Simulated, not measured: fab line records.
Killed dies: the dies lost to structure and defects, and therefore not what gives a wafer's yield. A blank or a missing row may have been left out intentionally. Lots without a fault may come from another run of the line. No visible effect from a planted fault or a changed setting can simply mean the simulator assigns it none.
fab line records	flow gf180mcu
record: lots: 5	wafers: 23
route steps=602 shown HV_LDD@194 PSD@250 SAB@264 CONTACT@287 M1@319
startH: hours from the record's first day to the start of the lot's first wafer shown	waitH: time in hours since the lot's previous step	" the same as in the row above	L1.1+2: a row that stands for several wafers	- no value, or no start given	* or withheld: withheld	< > ~ a bound
route shown NAME@n: a module of which the file shows steps, and the number in the route of the first	usual: mean and standard deviation over wafers with no fault	same: alike in all rows	chamber/n: place in a boat	sites: per-site readings	_std_site: the standard deviation of these	_edge_site: mean of outer sites minus mean of inner sites	radiusMm: for every site, how far away it sits from the centre of the wafer	mask NAME#n: copy n	behind: tool/chamber where the wafer was last shaped	hold: the reason the lot was held/the length of the hold in hours/how it ended	device: the transistor (n, p or np) that didn't switch	end of line: the tests these same wafers got at the end of their route	step lacking rows: just its recipe	killed: at the first sort, the dies lost to defects and structure; wafer yield is something else	map: a wafer's dies, x killed, . not, _ none there
set.NAME: setting as actually run; set.NAME@STEP: the setting as run at that earlier step	model.NAME: the simulator's own value behind a step, which no gauge read
lots where settings were altered on purpose, with a table for each step and a row for each wafer
== steps ==
step: GF_HV_LDD_DEVELOP_18
recipe: developTimeS: 60	devTempC: 23
lot.wafer	tool	chamber	startH	waitH	set.developTimeS
L075.1+2	lithoTrack-02	0	248.42	0.1	64.13
L075.3+4+6	"	0	"	"	60
L079.1+2+3+4+5	lithoTrack-04	0	275.86	0.1	60
L078.2+4	lithoTrack-04	0	278.29	0.1	57.59
L078.3+5+6	"	0	"	"	60
L082.1+3	lithoTrack-04	0	305.26	0.1	66.2
L082.2+4+6	"	0	"	"	60
L085.2+3+4	lithoTrack-03	0	326.19	0.1	60
step: GF_HV_LDD_CD_MEAS_19
recipe: targetCdNm: 400
usual: cdNm: 400.8/2.3
lot.wafer	tool	chamber	startH	waitH	set.doseMj@HV_LDD_EXPOSE_16	set.developTimeS@HV_LDD_DEVELOP_18	cdNm
L075.1	cdSem-02	-	248.60	0.2	144.8	64.13	415.1
L075.2	"	-	"	"	140	64.13	405.3
L075.3	"	-	"	"	140	60	398.9
L075.4	"	-	"	"	144.8	60	407.6
L075.6	"	-	"	"	140	60	398.7
L079.1	cdSem-02	-	276.01	0.1	140	60	406.7
L079.2	"	-	"	"	149.2	60	424.7
L079.3	"	-	"	"	149.2	60	424.3
L079.4	"	-	"	"	140	60	405.9
L079.5	"	-	"	"	140	60	406.4
L078.2	cdSem-01	-	278.43	0.1	140	57.59	395.7
L078.3	"	-	"	"	149	60	418.8
L078.4	"	-	"	"	149	57.59	413.0
L078.5	"	-	"	"	140	60	401.0
L078.6	"	-	"	"	149	60	418.3
L082.1	cdSem-01	-	305.41	0.1	140	66.2	408.6
L082.2	"	-	"	"	131.7	60	381.1
L082.3	"	-	"	"	131.7	66.2	391.9
L082.4	"	-	"	"	131.7	60	380.9
L082.6	"	-	"	"	140	60	399.6
L085.2	cdSem-02	-	326.33	0.1	140	60	400.4
L085.3	"	-	"	"	140	60	400.9
L085.4	"	-	"	"	140	60	399.9
step: GF_HV_LDD_COAT_41
recipe: resist: NOVOLAK	spinRpm: 3000	resistThkNm: 1000
lot.wafer	tool	chamber	startH	waitH	set.resistThkNm
L075.1+3+6	lithoTrack-03	0	278.22	0.1	970.1
L075.2+4	"	0	"	"	1000
L079.1+2+3	lithoTrack-04	0	306.61	0.1	1000
L079.4+5	"	0	"	"	1048
L078.2+3+5	lithoTrack-03	0	310.29	0.1	1041
L078.4+6	"	0	"	"	1000
L082.1+2+4	lithoTrack-02	0	337.17	0.1	951
L082.3+6	"	0	"	"	1000
L085.2+3+4	lithoTrack-04	0	359.49	0.1	1000
step: GF_HV_LDD_DEVELOP_45
recipe: developTimeS: 60	devTempC: 23
lot.wafer	tool	chamber	startH	waitH	set.developTimeS
L075.1+6	lithoTrack-04	0	288.51	0.1	60
L075.2+3+4	"	0	"	"	56.45
L079.1+3	lithoTrack-04	0	316.36	0.1	62.35
L079.2+4+5	"	0	"	"	60
L078.2+3+4	lithoTrack-03	0	320.49	0.1	60
L078.5+6	"	0	"	"	64.02
L082.1+2	lithoTrack-02	0	348.37	0.1	60
L082.3+4+6	"	0	"	"	65.95
L085.2+3+4	lithoTrack-02	0	370.64	0.1	60
step: GF_HV_LDD_IMPLANT_48
recipe: species: B	energyKev: 25	doseCm2: 2.951e+13	tiltDeg: 7
step: GF_HV_LDD_STRIP_49
recipe: chemistry: O2/N2	powerW: 1400	pressureMtorr: 1500	platenTempC: 250	o2FlowSccm: 3000	n2FlowSccm: 300	overashFraction: 0.5
usual: stripTimeToEndpointS: 12.63/0.045
lot.wafer	tool	chamber	startH	waitH	set.resistThkNm@HV_LDD_COAT_41	stripTimeToEndpointS
L075.1	plasmaAsher-03	0	288.97	0.1	970.1	12.31
L075.2	"	1	"	"	1000	12.66
L075.3	"	0	"	"	970.1	12.32
L075.4	"	1	"	"	1000	12.65
L075.6	"	1	"	"	970.1	12.31
L079.1	plasmaAsher-03	1	316.82	0.1	1000	12.63
L079.2	"	0	"	"	1000	12.67
L079.3	"	1	"	"	1000	12.62
L079.4	"	0	"	"	1048	13.13
L079.5	"	1	"	"	1048	13.15
L078.2	plasmaAsher-01	0	320.92	0.1	1041	13.07
L078.3	"	1	"	"	1041	13.08
L078.4	"	0	"	"	1000	12.67
L078.5	"	1	"	"	1041	13.08
L078.6	"	0	"	"	1000	12.64
L082.1	plasmaAsher-02	1	348.82	0.1	951	11.99
L082.2	"	0	"	"	951	11.99
L082.3	"	1	"	"	1000	12.60
L082.4	"	0	"	"	951	11.99
L082.6	"	1	"	"	1000	12.52
L085.2	plasmaAsher-01	0	371.07	0.1	1000	12.65
L085.3	"	1	"	"	1000	12.68
L085.4	"	0	"	"	1000	12.66
step: GF_HV_LDD_CVD_56
recipe: material: Si3N4	precursor: DCS/NH3	targetThkNm: 90	tempC: 770	timeS: 1543	pressureMtorr: 250
lot.wafer	tool	chamber	startH	waitH	set.tempC
L075.1+2+3+4+6	-	-	-	0.1	770
L079.1+2+3+4+5	-	-	-	0.4	770
L078.2+3+4+5+6	-	-	-	0.0	765.4
L082.1+2+3+4+6	-	-	-	0.1	776.6
L085.2+3+4	lpcvd-02	1	373.51	1.0	770
step: GF_HV_LDD_ETCHBACK_58
recipe: chemistry: CH3F/O2	target: Si3N4	stopOn: SiO2	sourceW: 400	biasW: 80	pressureMtorr: 25	ch3fFlowSccm: 40	O2_flow_sccm: 30	timeS: 100	targetDepthA: 900
usual: oesProductAu: 0.844/0.0056
lot.wafer	tool	chamber	startH	waitH	set.tempC@HV_LDD_CVD_56	oesProductAu
L075.1	rieDiel-02	1	292.00	0.1	770	0.848
L075.2	"	2	"	"	770	0.846
L075.3	"	0	"	"	770	0.844
L075.4	"	3	"	"	770	0.848
L075.6	"	2	"	"	770	0.839
L079.1	rieDiel-03	1	320.19	0.1	770	0.845
L079.2	"	0	"	"	770	0.840
L079.3	"	3	"	"	770	0.841
L079.4	"	2	"	"	770	0.847
L079.5	"	1	"	"	770	0.849
L078.2	rieDiel-02	1	323.89	0.0	765.4	0.803
L078.3	"	3	"	"	765.4	0.806
L078.4	"	0	"	"	765.4	0.802
L078.5	"	1	"	"	765.4	0.806
L078.6	"	0	"	"	765.4	0.807
L082.1	rieDiel-02	2	351.79	0.1	776.6	0.901
L082.2	"	0	"	"	776.6	0.894
L082.3	"	1	"	"	776.6	0.901
L082.4	"	3	"	"	776.6	0.898
L082.6	"	0	"	"	776.6	0.909
L085.2	rieDiel-01	2	375.00	0.0	770	0.840
L085.3	"	3	"	"	770	0.836
L085.4	"	1	"	"	770	0.839
step: GF_PSD_COAT_02
recipe: resist: NOVOLAK	spinRpm: 3000	resistThkNm: 1000
lot.wafer	tool	chamber	startH	waitH	set.resistThkNm	model.NOVOLAK_of_PSD_COAT_02.thkNm
L075.1	lithoTrack-03	0	321.92	0.1	1000	1000
L075.2+4	"	0	"	"	1000	1001
L075.3	"	0	"	"	1000	999.5
L075.6	"	0	"	"	1000	999.9
L079.1	lithoTrack-03	0	351.76	0.1	946.1	946.7
L079.2	"	0	"	"	946.1	943.1
L079.3	"	0	"	"	1000	999.9
L079.4	"	0	"	"	1000	1003
L079.5	"	0	"	"	1000	1001
L078.2	lithoTrack-01	0	355.41	0.1	1038	1035
L078.3	"	0	"	"	1000	1001
L078.4	"	0	"	"	1038	1038
L078.5	"	0	"	"	1000	1002
L078.6	"	0	"	"	1000	998.1
L082.1	lithoTrack-03	0	385.06	0.1	1000	1001
L082.2	"	0	"	"	1036	1037
L082.3	"	0	"	"	1036	1039
L082.4	"	0	"	"	1000	1003
L082.6	"	0	"	"	1000	1000
L085.2	lithoTrack-04	0	408.83	0.1	1000	995.3
L085.3	"	0	"	"	1000	996
L085.4	"	0	"	"	1000	996.1
step: GF_PSD_SOFTBAKE_03
recipe: tempC: 90	timeS: 60	resist: NOVOLAK
step: GF_PSD_EXPOSE_04
recipe: maskId: Pplus	targetCdNm: 400	na: 0.6	sourceShape: conventional	sigmaOuter: 0.6	doseMj: 140
step: GF_PSD_IMPLANT_09
recipe: species: BF2	energyKev: 40	doseCm2: 1.5e+15	tiltDeg: 7
step: GF_PSD_STRIP_10
recipe: chemistry: O2/N2	powerW: 1400	pressureMtorr: 1500	platenTempC: 250	o2FlowSccm: 3000	n2FlowSccm: 300	overashFraction: 0.5
usual: stripTimeToEndpointS: 16.55/0.04
lot.wafer	tool	chamber	startH	waitH	set.resistThkNm@PSD_COAT_02	stripTimeToEndpointS
L075.1	plasmaAsher-04	0	332.82	0.1	1000	16.54
L075.2	"	1	"	"	1000	16.55
L075.3	"	0	"	"	1000	16.53
L075.4	"	1	"	"	1000	16.54
L075.6	"	0	"	"	1000	16.55
L079.1	plasmaAsher-04	1	363.14	0.1	946.1	15.93
L079.2	"	0	"	"	946.1	15.90
L079.3	"	1	"	"	1000	16.52
L079.4	"	0	"	"	1000	16.57
L079.5	"	0	"	"	1000	16.54
L078.2	plasmaAsher-04	1	366.22	0.1	1038	16.97
L078.3	"	1	"	"	1000	16.54
L078.4	"	0	"	"	1038	17.01
L078.5	"	0	"	"	1000	16.55
L078.6	"	1	"	"	1000	16.52
L082.1	plasmaAsher-02	1	396.77	0.1	1000	16.53
L082.2	"	0	"	"	1036	16.98
L082.3	"	0	"	"	1036	16.99
L082.4	"	1	"	"	1000	16.57
L082.6	"	1	"	"	1000	16.56
L085.2	plasmaAsher-04	0	421.02	0.1	1000	16.48
L085.3	"	1	"	"	1000	16.50
L085.4	"	0	"	"	1000	16.48
step: GF_SAB_CVD_00
recipe: material: SiO2	targetThkNm: 50	precursor: TEOS	tempC: 400	timeS: 4.9302	rfW: 600
lot.wafer	tool	chamber	startH	waitH	set.timeS	model.SiO2_of_SAB_CVD_00.thkNm
L075.1	pecvd-03	2	333.35	0.1	4.9302	49.55
L075.2	"	0	"	"	4.9302	49.14
L075.3	"	1	"	"	4.9302	49.34
L075.4	"	2	"	"	4.9302	50.41
L075.6	"	1	"	"	4.9302	50.23
L079.1	pecvd-01	2	363.67	0.1	5.247	52.45
L079.2	"	1	"	"	4.9302	49.26
L079.3	"	0	"	"	4.9302	50.18
L079.4	"	1	"	"	5.247	53.63
L079.5	"	0	"	"	4.9302	50.63
L078.2	pecvd-03	1	366.75	0.1	4.607	45.82
L078.3	"	2	"	"	4.607	46.78
L078.4	"	2	"	"	4.9302	50.13
L078.5	"	0	"	"	4.9302	50.66
L078.6	"	1	"	"	4.607	47.3
L082.1	pecvd-03	2	397.31	0.1	5.136	52.14
L082.2	"	0	"	"	4.9302	49.82
L082.3	"	1	"	"	5.136	52.04
L082.4	"	1	"	"	5.136	52.48
L082.6	"	2	"	"	4.9302	50.95
L085.2	pecvd-04	1	421.55	0.1	4.9302	50.15
L085.3	"	2	"	"	4.9302	49.26
L085.4	"	0	"	"	4.9302	51
step: GF_SAB_THK_MEAS_01
recipe: reads: SiO2_of_SAB_CVD_00
usual: SAB_CVD_00_THK: 49.8/0.66
lot.wafer	tool	chamber	startH	waitH	set.timeS@SAB_CVD_00	SAB_CVD_00_THK[nm]
L075.1	filmMetro-03	-	333.37	0.0	4.9302	49.5
L075.2	"	-	"	"	4.9302	49.2
L075.3	"	-	"	"	4.9302	49.3
L075.4	"	-	"	"	4.9302	50.4
L075.6	"	-	"	"	4.9302	50.3
L079.1	filmMetro-02	-	363.69	0.0	5.247	52.4
L079.2	"	-	"	"	4.9302	49.2
L079.3	"	-	"	"	4.9302	50.2
L079.4	"	-	"	"	5.247	53.7
L079.5	"	-	"	"	4.9302	50.6
L078.2	filmMetro-04	-	366.78	0.0	4.607	45.9
L078.3	"	-	"	"	4.607	46.8
L078.4	"	-	"	"	4.9302	50.1
L078.5	"	-	"	"	4.9302	50.7
L078.6	"	-	"	"	4.607	47.3
L082.1	filmMetro-04	-	397.33	0.0	5.136	52.2
L082.2	"	-	"	"	4.9302	49.8
L082.3	"	-	"	"	5.136	52.0
L082.4	"	-	"	"	5.136	52.5
L082.6	"	-	"	"	4.9302	51.0
L085.2	filmMetro-02	-	421.58	0.0	4.9302	50.1
L085.3	"	-	"	"	4.9302	49.3
L085.4	"	-	"	"	4.9302	51.0
step: GF_SAB_DEVELOP_08
recipe: developTimeS: 60	devTempC: 23
lot.wafer	tool	chamber	startH	waitH	set.devTempC
L075.1+2+3+4+6	lithoTrack-02	0	354.82	0.1	23
L079.1+3+5	lithoTrack-03	0	386.41	0.1	20.47
L079.2+4	"	0	"	"	23
L078.2+4+6	lithoTrack-01	0	388.45	0.1	26.69
L078.3+5	"	0	"	"	23
L082.1+3+6	lithoTrack-02	0	420.52	0.1	23
L082.2+4	"	0	"	"	26.68
L085.2+3+4	lithoTrack-02	0	445.24	0.1	23
step: GF_SAB_CD_MEAS_09
recipe: targetCdNm: 420
usual: cdNm: 419.3/1.9
lot.wafer	tool	chamber	startH	waitH	set.devTempC@SAB_DEVELOP_08	cdNm
L075.1	cdSem-02	-	354.97	0.1	23	418.7
L075.2	"	-	"	"	23	418.1
L075.3	"	-	"	"	23	420.0
L075.4	"	-	"	"	23	419.7
L075.6	"	-	"	"	23	418.3
L079.1	cdSem-02	-	386.56	0.1	20.47	407.5
L079.2	"	-	"	"	23	418.3
L079.3	"	-	"	"	20.47	407.4
L079.4	"	-	"	"	23	417.3
L079.5	"	-	"	"	20.47	408.4
L078.2	cdSem-02	-	388.60	0.1	26.69	432.9
L078.3	"	-	"	"	23	417.8
L078.4	"	-	"	"	26.69	432.4
L078.5	"	-	"	"	23	418.3
L078.6	"	-	"	"	26.69	433.9
L082.1	cdSem-02	-	420.67	0.1	23	423.7
L082.2	"	-	"	"	26.68	436.1
L082.3	"	-	"	"	23	423.4
L082.4	"	-	"	"	26.68	433.6
L082.6	"	-	"	"	23	423.7
L085.2	cdSem-01	-	445.39	0.1	23	418.1
L085.3	"	-	"	"	23	417.9
L085.4	"	-	"	"	23	418.5
step: GF_SAB_ETCH_11
recipe: chemistry: C4F8/O2/Ar	maskMaterial: NOVOLAK	target: SiO2	targetDepthNm: 55	sourceW: 1500	biasW: 1200	pressureMtorr: 40	c4f8FlowSccm: withheld	O2_flow_sccm: 6	Ar_flow_sccm: 300	timeS: 8.5
lot.wafer	tool	chamber	startH	waitH	set.devTempC@SAB_DEVELOP_08	model.SAB.cdNm
L075.1	rieDiel-03	3	355.12	0.0	23	418.7
L075.2	"	1	"	"	23	418.1
L075.3	"	2	"	"	23	420.1
L075.4	"	1	"	"	23	419.4
L075.6	"	2	"	"	23	418.6
L079.1+3	rieDiel-04	2,0	386.72	0.0	20.47	407.6
L079.2	"	3	"	"	23	417.9
L079.4	"	1	"	"	23	416.7
L079.5	"	2	"	"	20.47	408
L078.2	rieDiel-01	2	388.74	0.0	26.69	432.9
L078.3	"	0	"	"	23	417.9
L078.4	"	1	"	"	26.69	433.3
L078.5	"	0	"	"	23	419.1
L078.6	"	1	"	"	26.69	433.9
L082.1	rieDiel-01	0	420.82	0.0	23	423.8
L082.2	"	1	"	"	26.68	435.9
L082.3	"	3	"	"	23	423.2
L082.4	"	2	"	"	26.68	433.6
L082.6	"	0	"	"	23	424
L085.2	rieDiel-04	1	445.52	0.0	23	418.1
L085.3	"	2	"	"	23	417.9
L085.4	"	0	"	"	23	418.6
step: GF_SAB_WET_ETCH_12
recipe: chemistry: dHF	targetDepthNm: 22	dry: n2Spin	target: SiO2	tempC: 25	dilution: 100:1	timeS: 440
lot.wafer	tool	chamber	startH	waitH	set.timeS
L075.1+2+3+4+6	-	-	-	0.0	468.5
L079.1+2+3+4+5	-	-	-	0.0	440
L078.2+3+4+5+6	-	-	-	0.0	410.3
L082.1+2+3+4+6	-	-	-	0.0	374.6
L085.2+3+4	wetBench-01	2	445.54	0.0	440
step: GF_CONTACT_CVD_00
recipe: material: SiO2	targetThkNm: 300	sigmaOpenFrac: 0.3	tempC: 400	timeS: 50	sih4FlowSccm: 60	pressureMtorr: 6
lot.wafer	tool	chamber	startH	waitH	set.sih4FlowSccm	model.SiO2_of_CONTACT_CVD_00.thkNm
L075.1	hdpcvd-02	2	355.99	0.1	60	290.1
L075.2	"	1	"	"	53.66	266.9
L075.3	"	0	"	"	53.66	261.8
L075.4	"	2	"	"	60	296
L075.6	"	1	"	"	60	297
L079.1	hdpcvd-02	0	387.61	0.1	60	295.6
L079.2	"	2	"	"	60	300.5
L079.3	"	1	"	"	60	298.8
L079.4	"	2	"	"	60	300.2
L079.5	"	0	"	"	60	296.3
L078.2	hdpcvd-02	0	389.62	0.1	60	296.9
L078.3	"	2	"	"	60	298.4
L078.4	"	0	"	"	60	295.3
L078.5	"	1	"	"	60	295.7
L078.6	"	2	"	"	60	300.1
L082.1	hdpcvd-01	1	421.70	0.1	60	306.4
L082.2	"	0	"	"	62.94	316.7
L082.3	"	2	"	"	62.94	317.5
L082.4	"	0	"	"	60	304
L082.6	"	1	"	"	62.94	319.7
L085.2	hdpcvd-02	0	446.54	0.1	60	293.8
L085.3	"	2	"	"	60	301.5
L085.4	"	2	"	"	60	300.7
step: GF_CONTACT_THK_MEAS_01
recipe: reads: SiO2_of_CONTACT_CVD_00
usual: CONTACT_CVD_00_THK: 299/3.3
lot.wafer	tool	chamber	startH	waitH	set.sih4FlowSccm@CONTACT_CVD_00	CONTACT_CVD_00_THK[nm]
L075.1	filmMetro-02	-	356.03	0.0	60	290
L075.2	"	-	"	"	53.66	267
L075.3	"	-	"	"	53.66	262
L075.4	"	-	"	"	60	296
L075.6	"	-	"	"	60	297
L079.1	filmMetro-03	-	387.65	0.0	60	296
L079.2	"	-	"	"	60	301
L079.3	"	-	"	"	60	299
L079.4	"	-	"	"	60	300
L079.5	"	-	"	"	60	296
L078.2	filmMetro-01	-	389.67	0.0	60	297
L078.3	"	-	"	"	60	298
L078.4	"	-	"	"	60	295
L078.5	"	-	"	"	60	296
L078.6	"	-	"	"	60	300
L082.1	filmMetro-03	-	421.75	0.0	60	306
L082.2	"	-	"	"	62.94	316
L082.3	"	-	"	"	62.94	318
L082.4	"	-	"	"	60	304
L082.6	"	-	"	"	62.94	320
L085.2	filmMetro-02	-	446.59	0.0	60	294
L085.3	"	-	"	"	60	301
L085.4	"	-	"	"	60	301
step: GF_CONTACT_SPUTTER_22
recipe: material: Ti	targetThkNm: 15	chamberPressurePa: 5	powerW: 2500	substrateTempC: 200	timeS: 80.02
lot.wafer	tool	chamber	startH	waitH	set.timeS	model.Ti_of_CONTACT_SPUTTER_22.thkNm
L075.1	pvdSputter-03	-	379.43	0.0	69.58	12.77
L075.2	"	-	"	"	69.58	12.76
L075.3	"	-	"	"	80.02	14.78
L075.4	"	-	"	"	80.02	15.07
L075.6	"	-	"	"	69.58	12.84
L079.1	pvdSputter-04	-	411.77	0.0	88.74	16.88
L079.2	"	-	"	"	80.02	15.14
L079.3	"	-	"	"	88.74	16.83
L079.4	"	-	"	"	80.02	15.31
L079.5	"	-	"	"	80.02	15.38
L078.2	pvdSputter-02	-	413.73	0.0	80.02	15.07
L078.3	"	-	"	"	91.63	17.05
L078.4+6	"	-	"	"	91.63	17.09
L078.5	"	-	"	"	80.02	15.24
L082.1	pvdSputter-03	-	447.73	0.0	90.42	17.3
L082.2	"	-	"	"	90.42	16.98
L082.3	"	-	"	"	80.02	14.89
L082.4	"	-	"	"	80.02	15.1
L082.6	"	-	"	"	90.42	16.99
L085.2	pvdSputter-04	-	471.08	0.0	80.02	15.19
L085.3	"	-	"	"	80.02	15.22
L085.4	"	-	"	"	80.02	15.09
step: GF_M1_SPUTTER_04
recipe: material: TiN	targetThkNm: 50	powerW: 6500	timeS: 41.7	chamberPressurePa: 0.4
lot.wafer	tool	chamber	startH	waitH	set.timeS	model.TiN_of_M1_SPUTTER_04.thkNm
L075.1	pvdSputter-02	-	380.29	0.0	41.7	50.08
L075.2	"	-	"	"	41.7	49.79
L075.3	"	-	"	"	41.7	50.64
L075.4	"	-	"	"	41.7	50.17
L075.6	"	-	"	"	41.7	50.23
L079.1	pvdSputter-01	-	412.63	0.0	40.11	47.15
L079.2	"	-	"	"	40.11	47.67
L079.3	"	-	"	"	41.7	49.01
L079.4	"	-	"	"	40.11	47.36
L079.5	"	-	"	"	41.7	49.65
L078.2	pvdSputter-02	-	414.59	0.0	41.7	50.34
L078.3	"	-	"	"	41.7	49.63
L078.4	"	-	"	"	41.7	49.34
L078.5	"	-	"	"	41.7	50.45
L078.6	"	-	"	"	41.7	49.69
L082.1	pvdSputter-02	-	448.59	0.0	38.41	46.62
L082.2	"	-	"	"	41.7	49.82
L082.3	"	-	"	"	41.7	50.41
L082.4	"	-	"	"	41.7	50.34
L082.6	"	-	"	"	38.41	46.66
L085.2	pvdSputter-02	-	472.04	0.0	41.7	50.41
L085.3	"	-	"	"	41.7	50.48
L085.4	"	-	"	"	41.7	50.98
step: GF_M1_COAT_09
recipe: resist: KrF	spinRpm: withheld	resistThkNm: 1000
lot.wafer	tool	chamber	startH	waitH	set.resistThkNm	model.KrF_of_M1_COAT_09.thkNm
L075.1	lithoTrack-01	0	390.78	0.1	1052	1052
L075.2	"	0	"	"	1000	996.6
L075.3	"	0	"	"	1000	998.7
L075.4	"	0	"	"	1000	999.8
L075.6	"	0	"	"	1052	1050
L079.1	lithoTrack-04	0	424.91	0.1	1000	999.5
L079.2	"	0	"	"	1000	1002
L079.3+4	"	0	"	"	1000	1001
L079.5	"	0	"	"	1000	1004
L078.2	lithoTrack-02	0	426.99	0.1	1000	998.2
L078.3	"	0	"	"	1000	998.9
L078.4	"	0	"	"	1000	998.5
L078.5	"	0	"	"	1000	1002
L078.6	"	0	"	"	1000	999.1
L082.1+6	lithoTrack-01	0	460.33	0.1	1000	-
L082.2	"	0	"	"	1018	1017
L082.3	"	0	"	"	1000	1000
L082.4	"	0	"	"	1018	1022
L085.2	lithoTrack-04	0	483.48	0.1	1000	998.2
L085.3	"	0	"	"	1000	1002
L085.4	"	0	"	"	1000	1003
== key ==
split: step: GF_HV_LDD_DEVELOP_18	setting: developTimeS	stated: 60	by: wafer
response: step: GF_HV_LDD_CD_MEAS_19	reading: cdNm	slope: +1.03	per: 1%	togetherWith: doseMj@HV_LDD_EXPOSE_16	explained: 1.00
split: step: GF_HV_LDD_COAT_41	setting: resistThkNm	stated: 1000	by: wafer
response: step: GF_HV_LDD_STRIP_49	reading: stripTimeToEndpointS	change: *	per: 1%	r: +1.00
split: step: GF_HV_LDD_DEVELOP_45	setting: developTimeS	stated: 60	by: wafer
response none clear
split: step: GF_HV_LDD_CVD_56	setting: tempC	stated: 770	by: lot
response: step: GF_HV_LDD_ETCHBACK_58	reading: oesProductAu	change: +0.0659	per: 1%	r: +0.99
split: step: GF_PSD_COAT_02	setting: resistThkNm	stated: 1000	by: wafer
response: step: GF_PSD_COAT_02	reading: model.NOVOLAK_of_PSD_COAT_02.thkNm	change: +10.2	per: 1%	r: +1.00
response: step: GF_PSD_STRIP_10	reading: stripTimeToEndpointS	change: *	per: 1%	r: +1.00
split: step: GF_SAB_CVD_00	setting: timeS	stated: 4.9302	by: wafer
response: step: GF_SAB_CVD_00	reading: model.SiO2_of_SAB_CVD_00.thkNm	change: +0.509	per: 1%	r: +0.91
response: step: GF_SAB_THK_MEAS_01	reading: SAB_CVD_00_THK	change: +0.508	per: 1%	r: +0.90
split: step: GF_SAB_DEVELOP_08	setting: devTempC	stated: 23	by: wafer
response: step: GF_SAB_CD_MEAS_09	reading: cdNm	change: +0.838	per: 1%	r: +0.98
response: step: GF_SAB_ETCH_11	reading: model.SAB.cdNm	change: +0.82	per: 1%	r: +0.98
split: step: GF_SAB_WET_ETCH_12	setting: timeS	stated: 440	by: lot
response none in this file
split: step: GF_CONTACT_CVD_00	setting: sih4FlowSccm	stated: 60	by: wafer
response: step: GF_CONTACT_CVD_00	reading: model.SiO2_of_CONTACT_CVD_00.thkNm	change: +2.8	per: 1%	r: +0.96
response: step: GF_CONTACT_THK_MEAS_01	reading: CONTACT_CVD_00_THK	change: +2.8	per: 1%	r: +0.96
split: step: GF_CONTACT_SPUTTER_22	setting: timeS	stated: 80.02	by: wafer
response: step: GF_CONTACT_SPUTTER_22	reading: model.Ti_of_CONTACT_SPUTTER_22.thkNm	change: +0.15	per: 1%	r: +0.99
split: step: GF_M1_SPUTTER_04	setting: timeS	stated: 41.7	by: wafer
response: step: GF_M1_SPUTTER_04	reading: model.TiN_of_M1_SPUTTER_04.thkNm	change: +0.461	per: 1%	r: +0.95
split: step: GF_M1_COAT_09	setting: resistThkNm	stated: 1000	by: wafer
response: step: GF_M1_COAT_09	reading: model.KrF_of_M1_COAT_09.thkNm	change: +10.2	per: 1%	r: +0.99
split outsideThisFile step=GF_HV_LDD_EXPOSE_16 setting=doseMj
split outsideThisFile: this setting was split too, and the file shows its column; the key of that split is in another file
